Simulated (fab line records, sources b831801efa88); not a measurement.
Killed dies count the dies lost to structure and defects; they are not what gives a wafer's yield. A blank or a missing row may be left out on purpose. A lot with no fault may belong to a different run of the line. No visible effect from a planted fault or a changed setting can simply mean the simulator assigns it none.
What tool caused it? :: flow sky130 :: 24 lots, 72 wafers sampled, at 6 steps of a route of 708

## WHAT THE GAUGES READ, wafer by wafer
SKY_VIA2_RS_MEAS_22: the measuring method here is four-point-probe. Usual: for VIA2_W_RS the level is 0.271 ohm/sq and the standard deviation is 0.0032.
lot: L074
measured: day 36 11:44
on: film_metro-01
VIA2_W_RS (ohm/sq): 0.277 0.277 0.271
flag: 

lot: L075
measured: day 36 14:02
on: film_metro-04
VIA2_W_RS (ohm/sq): 0.274 0.273 0.272
flag: 

lot: L076
measured: day 37 00:01
on: film_metro-04
VIA2_W_RS (ohm/sq): 0.274 0.273 0.271
flag: 

lot: L077
measured: day 37 11:18
on: film_metro-02
VIA2_W_RS (ohm/sq): 0.269 0.273 0.274
flag: 

lot: L078
measured: day 37 19:29
on: film_metro-01
VIA2_W_RS (ohm/sq): 0.274 0.272 0.276
flag: 

lot: L079
measured: day 37 23:33
on: film_metro-01
VIA2_W_RS (ohm/sq): 0.267 0.269 0.267
flag: 

lot: L080
measured: day 38 15:39
on: film_metro-02
VIA2_W_RS (ohm/sq): 0.271 0.275 0.274
flag: 

lot: L081
measured: day 38 21:02
on: film_metro-02
VIA2_W_RS (ohm/sq): 0.272 0.268 0.265
flag: 

lot: L082
measured: day 39 01:25
on: film_metro-02
VIA2_W_RS (ohm/sq): 0.268 0.268 0.266
flag: 

lot: L083
measured: day 39 03:59
on: film_metro-04
VIA2_W_RS (ohm/sq): 0.274 0.274 0.272
flag: 

lot: L084
measured: day 39 21:53
on: film_metro-04
VIA2_W_RS (ohm/sq): 0.269 0.268 0.269
flag: 

lot: L085
measured: day 40 10:43
on: film_metro-04
VIA2_W_RS (ohm/sq): 0.269 0.269 0.272
flag: 

lot: L086
measured: day 40 14:19
on: film_metro-02
VIA2_W_RS (ohm/sq): 0.274 0.272 0.275
flag: 

lot: L087
measured: day 40 17:08
on: film_metro-04
VIA2_W_RS (ohm/sq): 0.265 0.266 0.264
flag: 

lot: L089
measured: day 41 17:59
on: film_metro-04
VIA2_W_RS (ohm/sq): 0.271 0.271 0.273
flag: 

lot: L091
measured: day 41 19:21
on: film_metro-04
VIA2_W_RS (ohm/sq): 0.271 0.272 0.275
flag: 

lot: L090
measured: day 41 21:23
on: film_metro-02
VIA2_W_RS (ohm/sq): 0.276 0.277 0.277
flag: 

lot: L088
measured: day 41 22:17
on: film_metro-01
VIA2_W_RS (ohm/sq): 0.276 0.272 0.272
flag: 

lot: L092
measured: day 42 05:08
on: film_metro-01
VIA2_W_RS (ohm/sq): 0.266 0.267 0.265
flag: 

lot: L093
measured: day 42 05:29
on: film_metro-02
VIA2_W_RS (ohm/sq): 0.277 0.271 0.275
flag: 

lot: L094
measured: day 42 10:56
on: film_metro-01
VIA2_W_RS (ohm/sq): 0.273 0.273 0.271
flag: 

lot: L095
measured: day 42 14:13
on: film_metro-02
VIA2_W_RS (ohm/sq): 0.273 0.275 0.272
flag: 

lot: L096
measured: day 43 05:41
on: film_metro-01
VIA2_W_RS (ohm/sq): 0.274 0.273 0.276
flag: 

lot: L097
measured: day 43 07:30
on: film_metro-04
VIA2_W_RS (ohm/sq): 0.267 0.269 0.270
flag: 

SKY_VIA3_OVL_MEAS_13. Usual: for VIA3_OVL the level is -1 nm and the standard deviation is 7.9.
lot: L074
measured: day 39 20:07
on: overlay-01
VIA3_OVL (nm): -5 -2 -1
flag: 

lot: L075
measured: day 39 22:10
on: overlay-01
VIA3_OVL (nm): 2 -10 1
flag: 

lot: L076
measured: day 40 07:25
on: overlay-02
VIA3_OVL (nm): -8 -18 -20
flag: 

lot: L077
measured: day 40 17:43
on: overlay-02
VIA3_OVL (nm): 9 6 6
flag: 

lot: L078
measured: day 41 01:28
on: overlay-01
VIA3_OVL (nm): 3 -9 5
flag: 

lot: L079
measured: day 41 04:40
on: overlay-02
VIA3_OVL (nm): -3 1 2
flag: 

lot: L080
measured: day 41 21:10
on: overlay-02
VIA3_OVL (nm): 7 16 6
flag: 

lot: L081
measured: day 42 06:32
on: overlay-02
VIA3_OVL (nm): -7 -6 -8
flag: 

lot: L082
measured: day 42 06:34
on: overlay-01
VIA3_OVL (nm): -2 -7 -1
flag: 

lot: L083
measured: day 42 08:38
on: overlay-01
VIA3_OVL (nm): 3 3 6
flag: 

lot: L084
measured: day 42 23:50
on: overlay-02
VIA3_OVL (nm): 11 8 8
flag: 

lot: L085
measured: day 43 11:58
on: overlay-02
VIA3_OVL (nm): 4 -6 -11
flag: 

lot: L086
measured: day 43 15:52
on: overlay-02
VIA3_OVL (nm): 5 12 0
flag: 

lot: L087
measured: day 43 17:10
on: overlay-01
VIA3_OVL (nm): -6 -7 -4
flag: 

lot: L089
measured: day 44 17:34
on: overlay-01
VIA3_OVL (nm): -5 -4 3
flag: 

lot: L091
measured: day 44 19:43
on: overlay-02
VIA3_OVL (nm): -9 -5 -3
flag: 

lot: L090
measured: day 44 22:01
on: overlay-01
VIA3_OVL (nm): -5 -14 -13
flag: 

lot: L088
measured: day 44 22:22
on: overlay-01
VIA3_OVL (nm): 5 -3 4
flag: 

lot: L092
measured: day 45 04:28
on: overlay-01
VIA3_OVL (nm): 2 4 -1
flag: 

lot: L093
measured: day 45 04:45
on: overlay-02
VIA3_OVL (nm): -11 -9 -16
flag: 

lot: L094
measured: day 45 09:34
on: overlay-01
VIA3_OVL (nm): 6 10 1
flag: 

lot: L095
measured: day 45 12:25
on: overlay-02
VIA3_OVL (nm): 6 8 -3
flag: 

lot: L096
measured: day 46 02:19
on: overlay-02
VIA3_OVL (nm): 0 -5 -3
flag: 

lot: L097
measured: day 46 04:29
on: overlay-02
VIA3_OVL (nm): -14 -14 5
flag: 

SKY_VIA3_RS_MEAS_22: the measuring method here is four-point-probe. Usual: for VIA3_W_RS the level is 0.296 ohm/sq and the standard deviation is 0.0036.
lot: L074
measured: day 39 21:05
on: film_metro-01
VIA3_W_RS (ohm/sq): 0.297 0.297 0.294
flag: 

lot: L075
measured: day 39 23:05
on: film_metro-03
VIA3_W_RS (ohm/sq): 0.291 0.292 0.294
flag: 

lot: L076
measured: day 40 08:19
on: film_metro-02
VIA3_W_RS (ohm/sq): 0.295 0.297 0.294
flag: 

lot: L077
measured: day 40 18:39
on: film_metro-03
VIA3_W_RS (ohm/sq): 0.301 0.297 0.298
flag: 

lot: L078
measured: day 41 02:37
on: film_metro-01
VIA3_W_RS (ohm/sq): 0.294 0.296 0.293
flag: 

lot: L079
measured: day 41 06:10
on: film_metro-01
VIA3_W_RS (ohm/sq): 0.291 0.287 0.290
flag: 

lot: L080
measured: day 41 22:04
on: film_metro-02
VIA3_W_RS (ohm/sq): 0.297 0.296 0.297
flag: 

lot: L081
measured: day 42 07:28
on: film_metro-03
VIA3_W_RS (ohm/sq): 0.294 0.297 0.298
flag: 

lot: L082
measured: day 42 07:30
on: film_metro-01
VIA3_W_RS (ohm/sq): 0.295 0.293 0.293
flag: 

lot: L083
measured: day 42 09:34
on: film_metro-01
VIA3_W_RS (ohm/sq): 0.295 0.290 0.291
flag: 

lot: L084
measured: day 43 00:46
on: film_metro-01
VIA3_W_RS (ohm/sq): 0.305 0.302 0.304
flag: 

lot: L085
measured: day 43 13:02
on: film_metro-03
VIA3_W_RS (ohm/sq): 0.295 0.298 0.299
flag: 

lot: L086
measured: day 43 16:47
on: film_metro-03
VIA3_W_RS (ohm/sq): 0.302 0.298 0.299
flag: 

lot: L087
measured: day 43 18:04
on: film_metro-03
VIA3_W_RS (ohm/sq): 0.297 0.292 0.299
flag: 

lot: L089
measured: day 44 18:35
on: film_metro-01
VIA3_W_RS (ohm/sq): 0.298 0.292 0.295
flag: 

lot: L091
measured: day 44 20:47
on: film_metro-01
VIA3_W_RS (ohm/sq): 0.297 0.298 0.296
flag: 

lot: L090
measured: day 44 23:26
on: film_metro-01
VIA3_W_RS (ohm/sq): 0.297 0.302 0.298
flag: 

lot: L088
measured: day 44 23:20
on: film_metro-02
VIA3_W_RS (ohm/sq): 0.299 0.295 0.300
flag: 

lot: L092
measured: day 45 05:28
on: film_metro-01
VIA3_W_RS (ohm/sq): 0.297 0.294 0.300
flag: 

lot: L093
measured: day 45 05:43
on: film_metro-03
VIA3_W_RS (ohm/sq): 0.296 0.294 0.291
flag: 

lot: L094
measured: day 45 10:31
on: film_metro-02
VIA3_W_RS (ohm/sq): 0.293 0.294 0.295
flag: 

lot: L095
measured: day 45 13:21
on: film_metro-02
VIA3_W_RS (ohm/sq): 0.297 0.298 0.300
flag: 

lot: L096
measured: day 46 03:16
on: film_metro-01
VIA3_W_RS (ohm/sq): 0.295 0.302 0.296
flag: 

lot: L097
measured: day 46 05:28
on: film_metro-03
VIA3_W_RS (ohm/sq): 0.294 0.298 0.294
flag: 

SKY_METAL4_OVL_MEAS_14. Usual: for METAL4_OVL the level is -5 nm and the standard deviation is 6.
lot: L074
measured: day 41 23:30
on: overlay-01
METAL4_OVL (nm): -10 -6 -3
flag: 

lot: L075
measured: day 42 00:04
on: overlay-02
METAL4_OVL (nm): -4 -3 -9
flag: 

lot: L076
measured: day 42 09:12
on: overlay-02
METAL4_OVL (nm): -9 -6 -8
flag: 

lot: L077
measured: day 42 19:27
on: overlay-02
METAL4_OVL (nm): 4 9 4
flag: 

lot: L078
measured: day 43 04:09
on: overlay-01
METAL4_OVL (nm): -7 -10 -5
flag: 

lot: L079
measured: day 43 07:42
on: overlay-02
METAL4_OVL (nm): -13 -14 -17
flag: 

lot: L080
measured: day 43 21:30
on: overlay-01
METAL4_OVL (nm): 7 7 5
flag: 

lot: L081
measured: day 44 06:46
on: overlay-02
METAL4_OVL (nm): -6 -8 -7
flag: 

lot: L082
measured: day 44 07:45
on: overlay-01
METAL4_OVL (nm): 0 1 -5
flag: 

lot: L083
measured: day 44 08:30
on: overlay-02
METAL4_OVL (nm): -5 -6 -2
flag: 

lot: L084
measured: day 45 00:01
on: overlay-01
METAL4_OVL (nm): -2 -1 -2
flag: 

lot: L085
measured: day 45 10:46
on: overlay-02
METAL4_OVL (nm): -9 -10 -13
flag: 

lot: L086
measured: day 45 14:00
on: overlay-01
METAL4_OVL (nm): -6 -13 -7
flag: 

lot: L087
measured: day 45 14:57
on: overlay-01
METAL4_OVL (nm): 0 1 -3
flag: 

lot: L089
measured: day 46 13:12
on: overlay-01
METAL4_OVL (nm): -2 4 -5
flag: 

lot: L091
measured: day 46 16:16
on: overlay-02
METAL4_OVL (nm): 4 2 5
flag: 

lot: L090
measured: day 46 17:52
on: overlay-02
METAL4_OVL (nm): -9 -3 -1
flag: 

lot: L088
measured: day 46 17:30
on: overlay-01
METAL4_OVL (nm): -14 -13 -16
flag: 

lot: L092
measured: day 47 00:27
on: overlay-02
METAL4_OVL (nm): -7 -6 -8
flag: 

lot: L093
measured: day 47 00:48
on: overlay-02
METAL4_OVL (nm): -7 -11 -5
flag: 

lot: L094
measured: day 47 05:13
on: overlay-02
METAL4_OVL (nm): -2 -10 -7
flag: 

lot: L095
measured: day 47 08:19
on: overlay-01
METAL4_OVL (nm): -3 -4 -4
flag: 

lot: L096
measured: day 47 19:43
on: overlay-02
METAL4_OVL (nm): -2 4 1
flag: 

lot: L097
measured: day 48 00:51
on: overlay-02
METAL4_OVL (nm): -8 -8 -13
flag: 

## TOOL THAT RAN EACH LOT (tool first, then ch and the chambers of the sampled wafers, then the start)
lot: L074
SKY_METAL1_STRIP_20: plasma_asher-01 ch 0,1, day 32 22:08
SKY_METAL4_SPUTTER_00: pvd_sputter-04, day 39 21:32

lot: L075
SKY_METAL1_STRIP_20: plasma_asher-01 ch 0,1, day 33 01:34
SKY_METAL4_SPUTTER_00: pvd_sputter-02, day 39 23:34

lot: L076
SKY_METAL1_STRIP_20: plasma_asher-03 ch 0,1, day 33 11:47
SKY_METAL4_SPUTTER_00: pvd_sputter-02, day 40 08:48

lot: L077
SKY_METAL1_STRIP_20: plasma_asher-03 ch 0, day 33 22:28
SKY_METAL4_SPUTTER_00: pvd_sputter-04, day 40 19:07

lot: L078
SKY_METAL1_STRIP_20: plasma_asher-03 ch 0,1, day 34 07:43
SKY_METAL4_SPUTTER_00: pvd_sputter-04, day 41 03:48

lot: L079
SKY_METAL1_STRIP_20: plasma_asher-02 ch 0,1, day 34 12:20
SKY_METAL4_SPUTTER_00: pvd_sputter-03, day 41 07:06

lot: L080
SKY_METAL1_STRIP_20: plasma_asher-03 ch 0,1, day 35 04:16
SKY_METAL4_SPUTTER_00: pvd_sputter-04, day 41 22:33

lot: L081
SKY_METAL1_STRIP_20: plasma_asher-02 ch 0,1, day 35 09:53
SKY_METAL4_SPUTTER_00: pvd_sputter-04, day 42 07:56

lot: L082
SKY_METAL1_STRIP_20: plasma_asher-01 ch 0,1, day 35 14:19
SKY_METAL4_SPUTTER_00: pvd_sputter-02, day 42 07:58

lot: L083
SKY_METAL1_STRIP_20: plasma_asher-03 ch 0,1, day 35 18:04
SKY_METAL4_SPUTTER_00: pvd_sputter-04, day 42 10:02

lot: L084
SKY_METAL1_STRIP_20: plasma_asher-02 ch 0,1, day 36 11:37
SKY_METAL4_SPUTTER_00: pvd_sputter-03, day 43 01:15

lot: L085
SKY_METAL1_STRIP_20: plasma_asher-03 ch 0,1, day 37 01:03
SKY_METAL4_SPUTTER_00: pvd_sputter-02, day 43 13:29

lot: L086
SKY_METAL1_STRIP_20: plasma_asher-01 ch 0,1, day 37 06:16
SKY_METAL4_SPUTTER_00: pvd_sputter-02, day 43 17:16

lot: L087
SKY_METAL1_STRIP_20: plasma_asher-02 ch 0,1, day 37 07:28
SKY_METAL4_SPUTTER_00: pvd_sputter-04, day 43 18:33

lot: L089
SKY_METAL1_STRIP_20: plasma_asher-02 ch 0,1, day 38 12:25
SKY_METAL4_SPUTTER_00: pvd_sputter-04, day 44 19:04

lot: L091
SKY_METAL1_STRIP_20: plasma_asher-02 ch 0,1, day 38 12:46
SKY_METAL4_SPUTTER_00: pvd_sputter-04, day 44 21:15

lot: L090
SKY_METAL1_STRIP_20: plasma_asher-01 ch 0,1, day 38 13:58
SKY_METAL4_SPUTTER_00: pvd_sputter-02, day 44 23:52

lot: L088
SKY_METAL1_STRIP_20: plasma_asher-01 ch 0,1, day 38 16:56
SKY_METAL4_SPUTTER_00: pvd_sputter-04, day 44 23:49

lot: L092
SKY_METAL1_STRIP_20: plasma_asher-03 ch 0,1, day 38 21:20
SKY_METAL4_SPUTTER_00: pvd_sputter-04, day 45 05:57

lot: L093
SKY_METAL1_STRIP_20: plasma_asher-03 ch 0,1, day 38 22:34
SKY_METAL4_SPUTTER_00: pvd_sputter-04, day 45 06:25

lot: L094
SKY_METAL1_STRIP_20: plasma_asher-02 ch 0,1, day 39 04:21
SKY_METAL4_SPUTTER_00: pvd_sputter-02, day 45 10:57

lot: L095
SKY_METAL1_STRIP_20: plasma_asher-02 ch 0,1, day 39 08:51
SKY_METAL4_SPUTTER_00: pvd_sputter-03, day 45 13:47

lot: L096
SKY_METAL1_STRIP_20: plasma_asher-01 ch 0,1, day 40 00:11
SKY_METAL4_SPUTTER_00: pvd_sputter-03, day 46 03:44

lot: L097
SKY_METAL1_STRIP_20: plasma_asher-03 ch 0,1, day 40 01:22
SKY_METAL4_SPUTTER_00: pvd_sputter-03, day 46 06:41
- SKY_METAL1_STRIP_20: strips in O2/N2.
- SKY_METAL4_SPUTTER_00: material Ti, target thk 15 nm, time 10 s.

## AS READ BY THE TOOLS THEMSELVES (means over the sampled wafers that have a number; for cases with no such wafer, the mark the record gives instead)
SKY_METAL1_STRIP_20. Usual: drypump_motor_current_A 5.7 A, standard deviation 0.47; n2_flow_sccm 300.2 sccm, standard deviation 0.9; oes_product_au 0.344 a.u., standard deviation 0.005; strip_time_to_endpoint_s 2.72 s, standard deviation 0.046.
lot: L074
tool: plasma_asher-01
drypump_motor_current_A (A): 5.9
n2_flow_sccm (sccm): 300.1
oes_product_au (a.u.): 0.349
strip_time_to_endpoint_s (s): 2.72
flag: 

lot: L075
tool: plasma_asher-01
drypump_motor_current_A (A): 5.7
n2_flow_sccm (sccm): 300.1
oes_product_au (a.u.): 0.342
strip_time_to_endpoint_s (s): 2.70
flag: 

lot: L076
tool: plasma_asher-03
drypump_motor_current_A (A): 6.2
n2_flow_sccm (sccm): 299.8
oes_product_au (a.u.): 0.342
strip_time_to_endpoint_s (s): 2.70
flag: 

lot: L077
tool: plasma_asher-03
drypump_motor_current_A (A): 6.3
n2_flow_sccm (sccm): 299.7
oes_product_au (a.u.): 0.346
strip_time_to_endpoint_s (s): 2.68
flag: 

lot: L078
tool: plasma_asher-03
drypump_motor_current_A (A): 6.2
n2_flow_sccm (sccm): 300.7
oes_product_au (a.u.): 0.345
strip_time_to_endpoint_s (s): 2.76
flag: 

lot: L079
tool: plasma_asher-02
drypump_motor_current_A (A): 5.1
n2_flow_sccm (sccm): 300.3
oes_product_au (a.u.): 0.342
strip_time_to_endpoint_s (s): 2.69
flag: 

lot: L080
tool: plasma_asher-03
drypump_motor_current_A (A): 6.2
n2_flow_sccm (sccm): 300.1
oes_product_au (a.u.): 0.342
strip_time_to_endpoint_s (s): 2.70
flag: 

lot: L081
tool: plasma_asher-02
drypump_motor_current_A (A): 5.2
n2_flow_sccm (sccm): 300.0
oes_product_au (a.u.): 0.342
strip_time_to_endpoint_s (s): 2.72
flag: 

lot: L082
tool: plasma_asher-01
drypump_motor_current_A (A): 5.9
n2_flow_sccm (sccm): 299.6
oes_product_au (a.u.): 0.340
strip_time_to_endpoint_s (s): 2.70
flag: 

lot: L083
tool: plasma_asher-03
drypump_motor_current_A (A): 6.0
n2_flow_sccm (sccm): 299.8
oes_product_au (a.u.): 0.342
strip_time_to_endpoint_s (s): 2.70
flag: 

lot: L084
tool: plasma_asher-02
drypump_motor_current_A (A): 5.1
n2_flow_sccm (sccm): 300.4
oes_product_au (a.u.): 0.344
strip_time_to_endpoint_s (s): 2.71
flag: 

lot: L085
tool: plasma_asher-03
drypump_motor_current_A (A): 6.0
n2_flow_sccm (sccm): 300.8
oes_product_au (a.u.): 0.345
strip_time_to_endpoint_s (s): 2.71
flag: 

lot: L086
tool: plasma_asher-01
drypump_motor_current_A (A): 5.7
n2_flow_sccm (sccm): 301.3
oes_product_au (a.u.): 0.343
strip_time_to_endpoint_s (s): 2.73
flag: 

lot: L087
tool: plasma_asher-02
drypump_motor_current_A (A): 5.2
n2_flow_sccm (sccm): 299.8
oes_product_au (a.u.): 0.341
strip_time_to_endpoint_s (s): 2.73
flag: 

lot: L089
tool: plasma_asher-02
drypump_motor_current_A (A): 5.1
n2_flow_sccm (sccm): 299.5
oes_product_au (a.u.): 0.343
strip_time_to_endpoint_s (s): 2.74
flag: 

lot: L091
tool: plasma_asher-02
drypump_motor_current_A (A): 5.2
n2_flow_sccm (sccm): 300.4
oes_product_au (a.u.): 0.343
strip_time_to_endpoint_s (s): 2.71
flag: 

lot: L090
tool: plasma_asher-01
drypump_motor_current_A (A): 5.9
n2_flow_sccm (sccm): 300.4
oes_product_au (a.u.): 0.342
strip_time_to_endpoint_s (s): 2.72
flag: 

lot: L088
tool: plasma_asher-01
drypump_motor_current_A (A): 5.7
n2_flow_sccm (sccm): 299.5
oes_product_au (a.u.): 0.345
strip_time_to_endpoint_s (s): 2.74
flag: 

lot: L092
tool: plasma_asher-03
drypump_motor_current_A (A): 6.1
n2_flow_sccm (sccm): 300.1
oes_product_au (a.u.): 0.344
strip_time_to_endpoint_s (s): 2.72
flag: 

lot: L093
tool: plasma_asher-03
drypump_motor_current_A (A): 6.2
n2_flow_sccm (sccm): 300.6
oes_product_au (a.u.): 0.346
strip_time_to_endpoint_s (s): 2.74
flag: 

lot: L094
tool: plasma_asher-02
drypump_motor_current_A (A): 5.2
n2_flow_sccm (sccm): 300.0
oes_product_au (a.u.): 0.339
strip_time_to_endpoint_s (s): 2.68
flag: 

lot: L095
tool: plasma_asher-02
drypump_motor_current_A (A): 5.2
n2_flow_sccm (sccm): 299.3
oes_product_au (a.u.): 0.342
strip_time_to_endpoint_s (s): 2.72
flag: 

lot: L096
tool: plasma_asher-01
drypump_motor_current_A (A): 5.7
n2_flow_sccm (sccm): 300.8
oes_product_au (a.u.): 0.348
strip_time_to_endpoint_s (s): 2.75
flag: 

lot: L097
tool: plasma_asher-03
drypump_motor_current_A (A): 6.0
n2_flow_sccm (sccm): 300.4
oes_product_au (a.u.): 0.346
strip_time_to_endpoint_s (s): 2.74
flag: 

SKY_METAL4_SPUTTER_00. Usual: throttle_valve_pct 30.8 %, standard deviation 1.1.
lot: L074
tool: pvd_sputter-04
throttle_valve_pct (%): 31.1
flag: 

lot: L075
tool: pvd_sputter-02
throttle_valve_pct (%): 29.7
flag: 

lot: L076
tool: pvd_sputter-02
throttle_valve_pct (%): 30.1
flag: 

lot: L077
tool: pvd_sputter-04
throttle_valve_pct (%): 30.2
flag: 

lot: L078
tool: pvd_sputter-04
throttle_valve_pct (%): 31.0
flag: 

lot: L079
tool: pvd_sputter-03
throttle_valve_pct (%): 32.1
flag: 

lot: L080
tool: pvd_sputter-04
throttle_valve_pct (%): 30.2
flag: 

lot: L081
tool: pvd_sputter-04
throttle_valve_pct (%): 30.9
flag: 

lot: L082
tool: pvd_sputter-02
throttle_valve_pct (%): 30.4
flag: 

lot: L083
tool: pvd_sputter-04
throttle_valve_pct (%): 31.0
flag: 

lot: L084
tool: pvd_sputter-03
throttle_valve_pct (%): 31.6
flag: 

lot: L085
tool: pvd_sputter-02
throttle_valve_pct (%): 30.0
flag: 

lot: L086
tool: pvd_sputter-02
throttle_valve_pct (%): 30.5
flag: 

lot: L087
tool: pvd_sputter-04
throttle_valve_pct (%): 31.6
flag: 

lot: L089
tool: pvd_sputter-04
throttle_valve_pct (%): 31.7
flag: 

lot: L091
tool: pvd_sputter-04
throttle_valve_pct (%): 31.6
flag: 

lot: L090
tool: pvd_sputter-02
throttle_valve_pct (%): 29.3
flag: 

lot: L088
tool: pvd_sputter-04
throttle_valve_pct (%): 30.9
flag: 

lot: L092
tool: pvd_sputter-04
throttle_valve_pct (%): 31.6
flag: 

lot: L093
tool: pvd_sputter-04
throttle_valve_pct (%): 31.6
flag: 

lot: L094
tool: pvd_sputter-02
throttle_valve_pct (%): 29.4
flag: 

lot: L095
tool: pvd_sputter-03
throttle_valve_pct (%): 31.2
flag: 

lot: L096
tool: pvd_sputter-03
throttle_valve_pct (%): 30.7
flag: 

lot: L097
tool: pvd_sputter-03
throttle_valve_pct (%): 31.0
flag: 

## THE ANSWER, worked out from the rows above alone
Rule: take the mean of a lot's wafers that have a number; if it is more than 3 standard deviations from the usual mean, the lot is off. A lot without any number at a reading at which 4 lots or more have one is off too. Any other lot the step has rows for is counted as sound. First the gauges in route order, then the tools' own readings, where a lot's mean is used as printed above. The first step at which some lot is off is used, and at that step the reading that is off furthest; a lot without a number counts as furthest.
None of the lots is off at any reading shown; this tells nothing.

## WHAT THE SIMULATOR PUT IN
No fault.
